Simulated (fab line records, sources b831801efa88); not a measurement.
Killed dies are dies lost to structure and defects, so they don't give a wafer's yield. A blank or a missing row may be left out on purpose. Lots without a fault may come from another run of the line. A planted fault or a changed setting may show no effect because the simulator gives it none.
fab line records | flow sky130
record lots=5 wafers=15 last_day=50
route steps=708 shown LDD_P@262 LDD_HVN@267 LDD_HVP@278 LDD_LDN@289
lots that met no fault: from a run of the same line without faults
start_h: hours from the record's first day to the start of the lot's first wafer shown | wait_h: hours since the lot's step before | " the same as in the row above | L1.1+2: a row that stands for several wafers | - no value, or no start given | * or withheld: withheld | < > ~ a bound
route shown NAME@n: a module of which the file shows steps, and the number in the route of the first | usual: mean/standard deviation of fault-free wafers | same: alike in all rows | chamber/n: place in a boat | sites: the reading at each site | _std_site: their standard deviation | _edge_site: outer sites' mean less inner sites' | radius_mm: how far each site lies from the wafer's centre | mask NAME#n: copy n | behind: the tool/chamber that last shaped the wafer | hold: why the lot was held/for how many hours/how that ended | device: the transistor (n, p or np) that didn't switch | end of line: the same wafers' tests at the end of the route | a step without rows: its recipe alone | killed: dies lost to structure and defects at the first sort, not the wafer's yield | map: a wafer's dies, x killed, . not, _ none there
set.NAME: the setting as run; set.NAME@STEP: as run at that earlier step | model.NAME: the simulator's own value behind a step, which no gauge read
lots at some steps of the route; a table a step, a row a wafer
services: from which hour (start_h, from the record's first day; less than 0 if before it) a tool's chamber was out of use, for how many hours, and why
## steps
# step SKY_LDD_P_CD_MEAS_07
# recipe target_cd_nm=380
# usual cd_nm=380.2/2.3
# columns lot.wafer tool chamber start_h wait_h cd_nm
L074.1 cd_sem-01 - 421.37 0.1 380.1
L074.2 " - " " 377.6
L074.6 " - " " 381.2
L077.2 cd_sem-01 - 447.09 0.1 382.2
L077.3 " - " " 384.9
L077.4 " - " " 383.6
L078.2 cd_sem-02 - 457.19 0.1 380.6
L078.4 " - " " 381.0
L078.5 " - " " 380.9
L080.2 cd_sem-01 - 471.74 0.1 380.0
L080.4 " - " " 379.7
L080.6 " - " " 380.9
L097.1 cd_sem-02 - 615.17 0.1 378.1
L097.4 " - " " 379.7
L097.6 " - " " 376.7
# step SKY_LDD_P_OVL_MEAS_08
# usual LDD_P_OVL=-0.1/1.4
# columns lot.wafer tool chamber start_h wait_h LDD_P_OVL[nm]
L074.1 overlay-02 - 421.49 0.1 -3.1
L074.2 " - " " -2.2
L074.6 " - " " -3.3
L077.2 overlay-02 - 447.20 0.1 -1.1
L077.3 " - " " -1.5
L077.4 " - " " -1.5
L078.2 overlay-02 - 457.30 0.1 -1.8
L078.4 " - " " -2.3
L078.5 " - " " -1.1
L080.2 overlay-01 - 471.85 0.1 1.6
L080.4 " - " " 0.3
L080.6 " - " " -0.5
L097.1 overlay-01 - 615.29 0.1 1.8
L097.4 " - " " 2.9
L097.6 " - " " 2.9
# step SKY_LDD_P_IMPLANT_09
# recipe species=BF2 energy_kev=25 dose_cm2=1e+13 tilt_deg=withheld
# usual beam_energy_keV=25.000/0.0085
# columns lot.wafer tool chamber start_h wait_h beam_energy_keV
L074.1 implanter-02 0 421.53 0.0 25.000
L074.2 " 0 " " 25.007
L074.6 " 0 " " 25.003
L077.2 implanter-03 0 447.25 0.0 25.009
L077.3 " 0 " " 24.998
L077.4 " 0 " " 25.011
L078.2 implanter-04 0 457.35 0.0 24.985
L078.4 " 0 " " 25.005
L078.5 " 0 " " 25.006
L080.2 implanter-04 0 471.90 0.0 24.986
L080.4 " 0 " " 24.990
L080.6 " 0 " " 24.994
L097.1 implanter-02 0 615.32 0.0 25.016
L097.4 " 0 " " 25.016
L097.6 " 0 " " 24.999
# step SKY_LDD_P_STRIP_10
# recipe chemistry=O2/N2 power_w=1400 pressure_mtorr=1500 platen_temp_c=withheld o2_flow_sccm=3000 n2_flow_sccm=300 overash_fraction=0.5
# usual drypump_motor_current_A=5.7/0.55 oes_product_au=0.715/0.0049 strip_time_to_endpoint_s=14.18/0.039
# columns lot.wafer tool chamber start_h wait_h drypump_motor_current_A oes_product_au rf_hours_counter_h strip_time_to_endpoint_s
L074.1 plasma_asher-01 1 421.68 0.1 5.0 0.723 68 14.22
L074.2 " 0 " " 6.4 0.711 68 14.24
L074.6 " 0 " " 6.4 0.709 - 14.20
L077.2 plasma_asher-01 1 447.38 0.1 5.0 0.718 71 14.16
L077.3 " 1 " " 5.0 0.714 - 14.23
L077.4 " 0 " " 6.4 0.714 - 14.21
L078.2 plasma_asher-02 0 457.48 0.1 6.1 0.723 63 14.18
L078.4 " 1 " " 5.5 0.711 - 14.23
L078.5 " 0 " " 6.1 0.723 - 14.22
L080.2 plasma_asher-04 1 472.03 0.1 5.2 0.717 4 14.16
L080.4 " 0 " " 6.1 0.713 - 14.16
L080.6 " 0 " " 6.1 0.715 - 14.14
L097.1 plasma_asher-01 0 615.47 0.1 6.4 0.717 88 14.12
L097.4 " 1 " " 5.0 0.722 - 14.15
L097.6 " 1 " " 5.0 0.720 - 14.15
# step SKY_LDD_P_TW_MEAS_11
# usual LDD_P_TW=641/3.9
# columns lot.wafer tool chamber start_h wait_h LDD_P_TW
L074.1 film_metro-01 - 421.78 0.1 642
L074.2 " - " " 640
L074.6 " - " " 642
L077.2 film_metro-01 - 447.49 0.1 640
L077.3 " - " " 635
L077.4 " - " " 638
L078.2 film_metro-01 - 457.59 0.1 639
L078.4 " - " " 641
L078.5 " - " " 643
L080.2 film_metro-01 - 472.14 0.1 641
L080.4 " - " " 643
L080.6 " - " " 644
L097.1 film_metro-01 - 615.57 0.1 638
L097.4 " - " " 637
L097.6 " - " " 639
# step SKY_LDD_HVN_DEHYDRATE_00
# recipe temp_c=200 time_s=60
# columns lot.wafer tool chamber start_h wait_h
L074.1+2+6 litho_track-01 0 436.75 15.0
L077.2+3+4 litho_track-01 0 462.17 14.7
L078.2+4+5 litho_track-03 0 472.59 15.0
L080.2+4+6 litho_track-03 0 486.59 14.4
L097.1+4+6 litho_track-03 0 629.71 14.1
# step SKY_LDD_HVN_HMDS_01
# recipe prime_time_s=60 prime_temp_c=120
# columns lot.wafer tool chamber start_h wait_h
L074.1+2+6 litho_track-01 0 436.90 0.1
L077.2+3+4 litho_track-01 0 462.32 0.1
L078.2+4+5 litho_track-03 0 472.74 0.1
L080.2+4+6 litho_track-03 0 486.74 0.1
L097.1+4+6 litho_track-03 0 629.86 0.1
# step SKY_LDD_HVN_COAT_02
# recipe resist=NOVOLAK spin_rpm=3000 resist_thk_nm=300
# usual spin_speed_rpm=2999.7/2
# columns lot.wafer tool chamber start_h wait_h spin_speed_rpm
L074.1 litho_track-01 0 437.05 0.1 2998.7
L074.2 " 0 " " 2997.0
L074.6 " 0 " " 2996.9
L077.2 litho_track-01 0 462.47 0.1 3000.4
L077.3 " 0 " " 2999.4
L077.4 " 0 " " 3000.6
L078.2 litho_track-03 0 472.89 0.1 3002.1
L078.4 " 0 " " 3000.3
L078.5 " 0 " " 3000.4
L080.2 litho_track-03 0 486.89 0.1 2996.6
L080.4 " 0 " " 3003.3
L080.6 " 0 " " 3003.2
L097.1 litho_track-03 0 630.01 0.1 3000.6
L097.4 " 0 " " 2998.8
L097.6 " 0 " " 2998.4
# step SKY_LDD_HVN_SOFTBAKE_03
# recipe temp_c=90 time_s=60 resist=NOVOLAK
# columns lot.wafer tool chamber start_h wait_h
L074.1+2+6 litho_track-01 0 437.20 0.1
L077.2+3+4 litho_track-01 0 462.62 0.1
L078.2+4+5 litho_track-03 0 473.04 0.1
L080.2+4+6 litho_track-03 0 487.04 0.1
L097.1+4+6 litho_track-03 0 630.16 0.1
# step SKY_LDD_HVN_EXPOSE_04
# recipe mask_id=HVNTM na=0.6 source_shape=conventional sigma_outer=0.6 polarization=unpolarized target_cd_nm=700 dose_mj=127
# usual exposure_dose_mJ_cm2=127.01/0.11 reticle_temp_C=23.00/0.099
# same na=0.6
# columns lot.wafer tool chamber start_h wait_h mask exposure_dose_mJ_cm2 reticle_temp_C
L074.1 iline_stepper-02 0 - - HVNTM#0 127.03 23.08
L074.2 " 0 " " HVNTM#0 127.03 23.06
L074.6 " 0 " " HVNTM#0 127.01 22.90
L077.2 iline_stepper-01 0 - - HVNTM#0 127.11 22.80
L077.3 " 0 " " HVNTM#0 127.01 22.96
L077.4 " 0 " " HVNTM#0 127.01 22.84
L078.2 iline_stepper-02 0 - - HVNTM#0 126.76 22.87
L078.4 " 0 " " HVNTM#0 127.05 22.98
L078.5 " 0 " " HVNTM#0 127.17 23.05
L080.2 iline_stepper-01 0 - - HVNTM#0 127.00 23.09
L080.4 " 0 " " HVNTM#0 126.98 22.93
L080.6 " 0 " " HVNTM#0 126.98 22.94
L097.1 iline_stepper-01 0 - - HVNTM#0 127.02 22.85
L097.4 " 0 " " HVNTM#0 127.16 22.98
L097.6 " 0 " " HVNTM#0 126.88 22.96
# step SKY_LDD_HVN_PEB_05
# recipe temp_c=withheld time_s=* resist=NOVOLAK
# columns lot.wafer tool chamber start_h wait_h
L074.1+2+6 litho_track-03 0 - -
L077.2+3+4 litho_track-04 0 - -
L078.2+4+5 litho_track-01 0 - -
L080.2+4+6 litho_track-04 0 - -
L097.1+4+6 litho_track-03 0 - -
# step SKY_LDD_HVN_DEVELOP_06
# recipe resist=NOVOLAK developer=TMAH develop_time_s=60 dev_temp_c=23
# usual developer_temp_C=23.00/0.13
# columns lot.wafer tool chamber start_h wait_h developer_temp_C
L074.1 litho_track-03 0 452.52 0.1 22.87
L074.2 " 0 " " 23.03
L074.6 " 0 " " 22.97
L077.2 litho_track-04 0 478.26 0.1 23.20
L077.3 " 0 " " 22.96
L077.4 " 0 " " 22.96
L078.2 litho_track-01 0 488.22 0.1 23.00
L078.4 " 0 " " 22.95
L078.5 " 0 " " 23.01
L080.2 litho_track-04 0 501.96 0.1 23.05
L080.4 " 0 " " 22.97
L080.6 " 0 " " 22.90
L097.1 litho_track-03 0 644.31 0.1 23.12
L097.4 " 0 " " 23.06
L097.6 " 0 " " 23.04
# step SKY_LDD_HVN_OVL_MEAS_07
# usual LDD_HVN_OVL=-0.2/1.5
# columns lot.wafer tool chamber start_h wait_h LDD_HVN_OVL[nm]
L074.1 overlay-01 - 452.67 0.1 -0.8
L074.2 " - " " -1.0
L074.6 " - " " -0.1
L077.2 overlay-02 - 478.39 0.1 -1.8
L077.3 " - " " -2.1
L077.4 " - " " -1.3
L078.2 overlay-02 - 488.35 0.1 1.4
L078.4 " - " " 2.3
L078.5 " - " " 1.0
L080.2 overlay-02 - 502.09 0.1 -2.9
L080.4 " - " " -2.4
L080.6 " - " " -3.0
L097.1 overlay-02 - 644.46 0.1 -1.3
L097.4 " - " " -2.0
L097.6 " - " " -1.8
# step SKY_LDD_HVN_IMPLANT_08
# recipe species=P energy_kev=60 dose_cm2=3e+13 tilt_deg=40
# usual beam_energy_keV=59.999/0.02 tilt_deg=39.994/0.019
# columns lot.wafer tool chamber start_h wait_h beam_energy_keV tilt_deg
L074.1 implanter-01 0 452.70 0.0 59.980 40.000
L074.2 " 0 " " 59.990 39.984
L074.6 " 0 " " 59.982 40.014
L077.2 implanter-04 0 478.44 0.0 59.983 39.983
L077.3 " 0 " " 60.004 39.975
L077.4 " 0 " " 59.998 39.987
L078.2 implanter-02 0 488.41 0.0 59.987 40.019
L078.4 " 0 " " 59.990 39.978
L078.5 " 0 " " 59.990 40.011
L080.2 implanter-01 0 502.14 0.0 59.968 39.959
L080.4 " 0 " " 60.008 39.974
L080.6 " 0 " " 59.966 39.998
L097.1 implanter-01 0 644.50 0.0 59.976 40.051
L097.4 " 0 " " 59.987 40.037
L097.6 " 0 " " 59.980 40.024
# step SKY_LDD_HVN_STRIP_09
# recipe chemistry=O2/N2 power_w=1400 pressure_mtorr=1500 platen_temp_c=withheld o2_flow_sccm=3000 n2_flow_sccm=300 overash_fraction=0.5
# usual drypump_motor_current_A=5.7/0.48 oes_product_au=0.409/0.0045 strip_time_to_endpoint_s=4.133/0.014
# columns lot.wafer tool chamber start_h wait_h drypump_motor_current_A oes_product_au rf_hours_counter_h strip_time_to_endpoint_s
L074.1 plasma_asher-01 1 452.85 0.1 5.0 0.402 71 4.134
L074.2 " 0 " " 6.4 0.406 71 4.133
L074.6 " 0 " " 6.4 0.411 - 4.150
L077.2 plasma_asher-01 0 478.57 0.1 6.4 0.414 74 4.143
L077.3 " 1 " " 5.0 0.404 - 4.140
L077.4 " 0 " " 6.4 0.409 - 4.136
L078.2 plasma_asher-01 0 488.53 0.1 6.4 0.403 75 4.116
L078.4 " 0 " " 6.4 0.411 - 4.114
L078.5 " 0 " " 6.4 0.412 - 4.133
L080.2 plasma_asher-03 1 502.27 0.1 5.7 0.416 39 4.139
L080.4 " 0 " " 5.8 0.416 - 4.132
L080.6 " 1 " " 5.7 0.414 - 4.122
L097.1 plasma_asher-01 1 644.65 0.1 5.0 0.413 91 4.131
L097.4 " 0 " " 6.4 0.413 - 4.153
L097.6 " 0 " " 6.4 0.408 - 4.142
# step SKY_LDD_HVN_TW_MEAS_10
# usual LDD_HVN_TW=1445/10
# columns lot.wafer tool chamber start_h wait_h LDD_HVN_TW
L074.1 film_metro-04 - 452.95 0.1 1462
L074.2 " - " " 1459
L074.6 " - " " 1460
L077.2 film_metro-02 - 478.68 0.1 1445
L077.3 " - " " 1445
L077.4 " - " " 1441
L078.2 film_metro-03 - 488.64 0.1 1447
L078.4 " - " " 1442
L078.5 " - " " 1450
L080.2 film_metro-04 - 502.38 0.1 1465
L080.4 " - " " 1457
L080.6 " - " " 1462
L097.1 film_metro-02 - 644.75 0.1 1441
L097.4 " - " " 1456
L097.6 " - " " 1442
# step SKY_LDD_HVP_DEHYDRATE_00
# recipe temp_c=200 time_s=60
# columns lot.wafer tool chamber start_h wait_h
L074.1+2+6 litho_track-01 0 467.70 14.7
L077.2+3+4 litho_track-01 0 493.82 15.1
L078.2+4+5 litho_track-01 0 503.87 15.2
L080.2+4+6 litho_track-01 0 516.12 13.7
L097.1+4+6 litho_track-04 0 658.48 13.7
# step SKY_LDD_HVP_HMDS_01
# recipe prime_time_s=60 prime_temp_c=120
# columns lot.wafer tool chamber start_h wait_h
L074.1+2+6 litho_track-01 0 467.85 0.1
L077.2+3+4 litho_track-01 0 493.97 0.1
L078.2+4+5 litho_track-01 0 504.02 0.1
L080.2+4+6 litho_track-01 0 516.27 0.1
L097.1+4+6 litho_track-04 0 658.63 0.1
# step SKY_LDD_HVP_COAT_02
# recipe resist=NOVOLAK spin_rpm=3000 resist_thk_nm=300
# usual spin_speed_rpm=3000.0/2.1
# columns lot.wafer tool chamber start_h wait_h spin_speed_rpm
L074.1 litho_track-01 0 468.00 0.1 3003.2
L074.2 " 0 " " 3001.6
L074.6 " 0 " " 3001.1
L077.2 litho_track-01 0 494.12 0.1 2998.5
L077.3 " 0 " " 3003.9
L077.4 " 0 " " 2998.3
L078.2 litho_track-01 0 504.17 0.1 2997.6
L078.4 " 0 " " 2997.3
L078.5 " 0 " " 2999.6
L080.2 litho_track-01 0 516.42 0.1 2996.9
L080.4 " 0 " " 2995.4
L080.6 " 0 " " 2998.5
L097.1 litho_track-04 0 658.78 0.1 3001.4
L097.4 " 0 " " 3002.4
L097.6 " 0 " " 2998.9
# step SKY_LDD_HVP_SOFTBAKE_03
# recipe temp_c=90 time_s=60 resist=NOVOLAK
# columns lot.wafer tool chamber start_h wait_h
L074.1+2+6 litho_track-01 0 468.15 0.1
L077.2+3+4 litho_track-01 0 494.27 0.1
L078.2+4+5 litho_track-01 0 504.32 0.1
L080.2+4+6 litho_track-01 0 516.57 0.1
L097.1+4+6 litho_track-04 0 658.93 0.1
# step SKY_LDD_HVP_EXPOSE_04
# recipe mask_id=HVPTM na=0.6 source_shape=conventional sigma_outer=0.6 polarization=unpolarized target_cd_nm=700 dose_mj=86
# usual exposure_dose_mJ_cm2=86.01/0.095 reticle_temp_C=23.01/0.1
# same na=0.6
# columns lot.wafer tool chamber start_h wait_h mask exposure_dose_mJ_cm2 reticle_temp_C
L074.1 iline_stepper-02 0 - - HVPTM#0 85.98 22.90
L074.2 " 0 " " HVPTM#0 86.03 22.86
L074.6 " 0 " " HVPTM#0 86.10 22.91
L077.2 iline_stepper-02 0 - - HVPTM#0 85.94 22.91
L077.3 " 0 " " HVPTM#0 86.20 22.91
L077.4 " 0 " " HVPTM#0 86.12 22.93
L078.2 iline_stepper-02 0 - - HVPTM#0 86.06 22.93
L078.4 " 0 " " HVPTM#0 86.07 23.04
L078.5 " 0 " " HVPTM#0 86.08 22.97
L080.2 iline_stepper-01 0 - - HVPTM#0 86.13 22.96
L080.4 " 0 " " HVPTM#0 86.15 23.05
L080.6 " 0 " " HVPTM#0 86.12 23.14
L097.1 iline_stepper-01 0 - - HVPTM#0 86.02 23.18
L097.4 " 0 " " HVPTM#0 86.02 23.09
L097.6 " 0 " " HVPTM#0 86.03 23.10
# step SKY_LDD_HVP_PEB_05
# recipe temp_c=withheld time_s=* resist=NOVOLAK
# columns lot.wafer tool chamber start_h wait_h
L074.1+2+6 litho_track-01 0 - -
L077.2+3+4 litho_track-01 0 - -
L078.2+4+5 litho_track-02 0 - -
L080.2+4+6 litho_track-04 0 - -
L097.1+4+6 litho_track-04 0 - -
# step SKY_LDD_HVP_DEVELOP_06
# recipe resist=NOVOLAK developer=TMAH develop_time_s=60 dev_temp_c=23
# usual developer_temp_C=22.99/0.1
# columns lot.wafer tool chamber start_h wait_h developer_temp_C
L074.1 litho_track-01 0 483.75 0.1 22.84
L074.2 " 0 " " 23.04
L074.6 " 0 " " 23.00
L077.2 litho_track-01 0 509.57 0.1 23.04
L077.3 " 0 " " 23.22
L077.4 " 0 " " 23.16
L078.2 litho_track-02 0 517.94 0.1 22.82
L078.4 " 0 " " 22.94
L078.5 " 0 " " 23.08
L080.2 litho_track-04 0 531.66 0.1 23.13
L080.4 " 0 " " 23.05
L080.6 " 0 " " 22.93
L097.1 litho_track-04 0 672.63 0.1 22.79
L097.4 " 0 " " 22.78
L097.6 " 0 " " 22.90
# step SKY_LDD_HVP_OVL_MEAS_07
# usual LDD_HVP_OVL=-0.9/1.7
# columns lot.wafer tool chamber start_h wait_h LDD_HVP_OVL[nm]
L074.1 overlay-02 - 483.90 0.1 -3.3
L074.2 " - " " -2.5
L074.6 " - " " -1.6
L077.2 overlay-01 - 509.70 0.1 1.0
L077.3 " - " " 0.0
L077.4 " - " " -0.9
L078.2 overlay-01 - 518.07 0.1 0.0
L078.4 " - " " -1.5
L078.5 " - " " -1.1
L080.2 overlay-01 - 531.79 0.1 0.3
L080.4 " - " " 0.3
L080.6 " - " " -0.1
L097.1 overlay-02 - 672.78 0.1 -3.9
L097.4 " - " " -1.8
L097.6 " - " " -3.3
# step SKY_LDD_HVP_IMPLANT_08
# recipe species=B energy_kev=20 dose_cm2=1.7e+13 tilt_deg=17.9
# usual beam_energy_keV=20.000/0.0063 tilt_deg=17.898/0.02
# columns lot.wafer tool chamber start_h wait_h beam_energy_keV tilt_deg
L074.1 implanter-04 0 483.93 0.0 19.995 17.911
L074.2 " 0 " " 20.005 17.905
L074.6 " 0 " " 20.001 17.927
L077.2 implanter-03 0 509.76 0.0 20.004 17.880
L077.3 " 0 " " 19.992 17.898
L077.4 " 0 " " 20.002 17.860
L078.2 implanter-04 0 518.13 0.0 20.001 17.875
L078.4 " 0 " " 19.998 17.875
L078.5 " 0 " " 19.997 17.866
L080.2 implanter-03 0 531.84 0.0 20.005 17.905
L080.4 " 0 " " 20.014 17.891
L080.6 " 0 " " 20.009 17.895
L097.1 implanter-04 0 672.82 0.0 20.004 17.901
L097.4 " 0 " " 20.004 17.891
L097.6 " 0 " " 19.995 17.906
# step SKY_LDD_HVP_STRIP_09
# recipe chemistry=O2/N2 power_w=1400 pressure_mtorr=1500 platen_temp_c=withheld o2_flow_sccm=3000 n2_flow_sccm=300 overash_fraction=0.5
# usual drypump_motor_current_A=5.7/0.49 oes_product_au=0.408/0.0048 strip_time_to_endpoint_s=4.138/0.013
# columns lot.wafer tool chamber start_h wait_h drypump_motor_current_A oes_product_au rf_hours_counter_h strip_time_to_endpoint_s
L074.1 plasma_asher-02 1 484.08 0.1 5.4 0.400 66 4.128
L074.2 " 0 " " 6.1 0.401 66 4.143
L074.6 " 0 " " 6.1 0.406 - 4.141
L077.2 plasma_asher-01 1 509.88 0.1 5.0 0.411 77 4.111
L077.3 " 1 " " 4.9 0.408 - 4.117
L077.4 " 0 " " 6.4 0.406 - 4.125
L078.2 plasma_asher-01 0 518.25 0.1 6.4 0.404 78 4.133
L078.4 " 1 " " 4.9 0.402 - 4.151
L078.5 " 0 " " 6.4 0.403 - 4.121
L080.2 plasma_asher-01 1 531.97 0.1 5.0 0.412 80 4.128
L080.4 " 1 " " 5.0 0.404 - 4.135
L080.6 " 0 " " 6.4 0.404 - 4.134
L097.1 plasma_asher-01 1 672.97 0.1 5.0 0.409 94 4.131
L097.4 " 0 " " 6.4 0.413 - 4.123
L097.6 " 0 " " 6.4 0.404 - 4.121
# step SKY_LDD_HVP_TW_MEAS_10
# usual LDD_HVP_TW=459/4
# columns lot.wafer tool chamber start_h wait_h LDD_HVP_TW
L074.1 film_metro-01 - 484.18 0.1 460
L074.2 " - " " 459
L074.6 " - " " 459
L077.2 film_metro-04 - 509.99 0.1 465
L077.3 " - " " 469
L077.4 " - " " 469
L078.2 film_metro-01 - 518.36 0.1 458
L078.4 " - " " 460
L078.5 " - " " 460
L080.2 film_metro-03 - 532.08 0.1 455
L080.4 " - " " 458
L080.6 " - " " 459
L097.1 film_metro-04 - 673.07 0.1 461
L097.4 " - " " 460
L097.6 " - " " 462
# step SKY_LDD_LDN_DEHYDRATE_00
# recipe temp_c=200 time_s=60
# columns lot.wafer tool chamber start_h wait_h
L074.1+2+6 litho_track-02 0 498.57 14.4
L077.2+3+4 litho_track-02 0 524.19 14.2
L078.2+4+5 litho_track-03 0 532.64 14.3
L080.2+4+6 litho_track-02 0 546.64 14.6
L097.1+4+6 litho_track-02 0 686.42 13.3
# step SKY_LDD_LDN_HMDS_01
# recipe prime_time_s=60 prime_temp_c=120
# columns lot.wafer tool chamber start_h wait_h
L074.1+2+6 litho_track-02 0 498.72 0.1
L077.2+3+4 litho_track-02 0 524.34 0.1
L078.2+4+5 litho_track-03 0 532.79 0.1
L080.2+4+6 litho_track-02 0 546.79 0.1
L097.1+4+6 litho_track-02 0 686.57 0.1
# step SKY_LDD_LDN_COAT_02
# recipe resist=NOVOLAK spin_rpm=3000 resist_thk_nm=1140
# usual spin_speed_rpm=2999.9/1.9
# columns lot.wafer tool chamber start_h wait_h spin_speed_rpm
L074.1 litho_track-02 0 498.87 0.1 2996.5
L074.2 " 0 " " 3000.0
L074.6 " 0 " " 2999.8
L077.2 litho_track-02 0 524.49 0.1 3000.6
L077.3 " 0 " " 2998.2
L077.4 " 0 " " 2997.3
L078.2 litho_track-03 0 532.94 0.1 2995.4
L078.4 " 0 " " 2999.4
L078.5 " 0 " " 2997.1
L080.2 litho_track-02 0 546.94 0.1 3001.9
L080.4 " 0 " " 2999.1
L080.6 " 0 " " 2997.9
L097.1 litho_track-02 0 686.72 0.1 2997.0
L097.4 " 0 " " 3000.1
L097.6 " 0 " " 2999.6
# step SKY_LDD_LDN_SOFTBAKE_03
# recipe temp_c=90 time_s=60 resist=NOVOLAK
# columns lot.wafer tool chamber start_h wait_h
L074.1+2+6 litho_track-02 0 499.02 0.1
L077.2+3+4 litho_track-02 0 524.64 0.1
L078.2+4+5 litho_track-03 0 533.09 0.1
L080.2+4+6 litho_track-02 0 547.09 0.1
L097.1+4+6 litho_track-02 0 686.87 0.1
# step SKY_LDD_LDN_EXPOSE_04
# recipe mask_id=LDNTM na=0.6 source_shape=conventional sigma_outer=0.6 polarization=unpolarized target_cd_nm=700 dose_mj=140
# usual exposure_dose_mJ_cm2=139.98/0.12 reticle_temp_C=23.00/0.11
# same na=0.6
# columns lot.wafer tool chamber start_h wait_h mask exposure_dose_mJ_cm2 reticle_temp_C
L074.1 iline_stepper-02 0 - - LDNTM#0 140.03 22.91
L074.2 " 0 " " LDNTM#0 140.05 22.96
L074.6 " 0 " " LDNTM#0 140.08 23.01
L077.2 iline_stepper-02 0 - - LDNTM#0 140.08 23.12
L077.3 " 0 " " LDNTM#0 140.01 22.92
L077.4 " 0 " " LDNTM#0 140.13 22.99
L078.2 iline_stepper-02 0 - - LDNTM#0 139.98 22.94
L078.4 " 0 " " LDNTM#0 139.91 22.84
L078.5 " 0 " " LDNTM#0 139.82 22.98
L080.2 iline_stepper-01 0 - - LDNTM#0 139.92 22.96
L080.4 " 0 " " LDNTM#0 139.91 22.89
L080.6 " 0 " " LDNTM#0 140.11 22.98
L097.1 iline_stepper-02 0 - - LDNTM#0 139.92 22.94
L097.4 " 0 " " LDNTM#0 139.85 23.13
L097.6 " 0 " " LDNTM#0 139.95 22.95
# step SKY_LDD_LDN_PEB_05
# recipe temp_c=withheld time_s=* resist=NOVOLAK
# columns lot.wafer tool chamber start_h wait_h
L074.1+2+6 litho_track-02 0 - -
L077.2+3+4 litho_track-04 0 - -
L078.2+4+5 litho_track-03 0 - -
L080.2+4+6 litho_track-02 0 - -
L097.1+4+6 litho_track-03 0 - -
# step SKY_LDD_LDN_DEVELOP_06
# recipe resist=NOVOLAK developer=TMAH develop_time_s=60 dev_temp_c=23
# usual developer_temp_C=22.99/0.1
# columns lot.wafer tool chamber start_h wait_h developer_temp_C
L074.1 litho_track-02 0 513.67 0.1 22.97
L074.2 " 0 " " 23.17
L074.6 " 0 " " 22.95
L077.2 litho_track-04 0 539.71 0.1 23.00
L077.3 " 0 " " 23.11
L077.4 " 0 " " 23.05
L078.2 litho_track-03 0 547.74 0.1 23.03
L078.4 " 0 " " 23.04
L078.5 " 0 " " 23.03
L080.2 litho_track-02 0 562.44 0.1 22.81
L080.4 " 0 " " 22.77
L080.6 " 0 " " 22.98
L097.1 litho_track-03 0 700.16 0.1 22.91
L097.4 " 0 " " 22.92
L097.6 " 0 " " 22.97
# step SKY_LDD_LDN_OVL_MEAS_07
# usual LDD_LDN_OVL=-1.1/1.4
# columns lot.wafer tool chamber start_h wait_h LDD_LDN_OVL[nm]
L074.1 overlay-02 - 513.82 0.1 -1.9
L074.2 " - " " -1.2
L074.6 " - " " -2.6
L077.2 overlay-02 - 539.84 0.1 -0.7
L077.3 " - " " -1.1
L077.4 " - " " -3.0
L078.2 overlay-01 - 547.87 0.1 -1.1
L078.4 " - " " 2.2
L078.5 " - " " -1.1
L080.2 overlay-01 - 562.57 0.1 2.8
L080.4 " - " " 0.9
L080.6 " - " " 0.8
L097.1 overlay-02 - 700.31 0.1 -2.4
L097.4 " - " " -1.1
L097.6 " - " " -1.8
# step SKY_LDD_LDN_IMPLANT_08
# recipe species=As energy_kev=15 dose_cm2=1.25e+13 tilt_deg=withheld rotation_deg=23
# usual beam_energy_keV=15.000/0.0047
# columns lot.wafer tool chamber start_h wait_h beam_energy_keV
L074.1 implanter-01 0 513.85 0.0 14.995
L074.2 " 0 " " 14.992
L074.6 " 0 " " 14.988
L077.2 implanter-03 0 539.89 0.0 14.999
L077.3 " 0 " " 14.998
L077.4 " 0 " " 15.000
L078.2 implanter-02 0 547.93 0.0 14.996
L078.4 " 0 " " 15.002
L078.5 " 0 " " 15.000
L080.2 implanter-01 0 562.63 0.0 15.005
L080.4 " 0 " " 15.007
L080.6 " 0 " " 15.004
L097.1 implanter-03 0 700.35 0.0 14.999
L097.4 " 0 " " 14.994
L097.6 " 0 " " 14.998
# step SKY_LDD_LDN_IMPLANT_09
# recipe species=As energy_kev=15 dose_cm2=1.25e+13 tilt_deg=withheld rotation_deg=113
# usual beam_energy_keV=15.000/0.005
# columns lot.wafer tool chamber start_h wait_h beam_energy_keV
L074.1 implanter-01 0 514.00 0.1 14.991
L074.2 " 0 " " 14.985
L074.6 " 0 " " 14.995
L077.2 implanter-03 0 540.04 0.1 15.004
L077.3 " 0 " " 15.007
L077.4 " 0 " " 15.008
L078.2 implanter-02 0 548.08 0.1 15.003
L078.4 " 0 " " 15.000
L078.5 " 0 " " 15.005
L080.2 implanter-01 0 562.78 0.1 14.994
L080.4 " 0 " " 14.993
L080.6 " 0 " " 14.994
L097.1 implanter-03 0 700.50 0.1 15.002
L097.4 " 0 " " 15.007
L097.6 " 0 " " 15.007
# step SKY_LDD_LDN_IMPLANT_10
# recipe species=As energy_kev=15 dose_cm2=1.25e+13 tilt_deg=withheld rotation_deg=203
# usual beam_energy_keV=14.999/0.0054
# columns lot.wafer tool chamber start_h wait_h beam_energy_keV
L074.1 implanter-01 0 514.15 0.1 14.993
L074.2 " 0 " " 15.002
L074.6 " 0 " " 15.003
L077.2 implanter-03 0 540.19 0.1 14.995
L077.3 " 0 " " 15.011
L077.4 " 0 " " 15.001
L078.2 implanter-02 0 548.23 0.1 15.002
L078.4 " 0 " " 14.989
L078.5 " 0 " " 15.003
L080.2 implanter-01 0 562.93 0.1 15.000
L080.4 " 0 " " 15.000
L080.6 " 0 " " 14.991
L097.1 implanter-03 0 700.65 0.1 14.996
L097.4 " 0 " " 15.002
L097.6 " 0 " " 15.000
## services
# columns tool chamber start_h hours kind
iline_stepper-01 - 400.24 1.7 pm
implanter-02 - 400.52 1.9 repair
iline_stepper-02 - 420.42 2.2 repair
implanter-03 - 426.88 0.7 repair
iline_stepper-01 - 442.15 4.4 pm
iline_stepper-02 - 446.71 1.7 pm
implanter-02 - 447.07 3.8 repair
iline_stepper-01 - 447.29 0.6 repair
plasma_asher-01 - 447.50 4.0 repair
implanter-02 - 459.82 1.6 repair
implanter-04 - 466.22 4.2 repair
implanter-04 - 466.71 3.8 repair
implanter-03 - 493.13 1.9 repair
implanter-04 - 508.58 1.4 repair
iline_stepper-02 - 544.13 5.2 repair
iline_stepper-02 - 549.32 8.9 pm
implanter-02 - 558.56 2.8 repair
implanter-04 - 558.72 1.3 repair
implanter-04 - 565.54 2.7 pm
implanter-01 - 607.79 1.2 repair
implanter-03 - 620.47 3.2 pm
implanter-03 - 638.68 1.3 repair
implanter-01 - 640.28 4.1 pm
iline_stepper-02 - 660.60 1.7 pm
## key
fault none
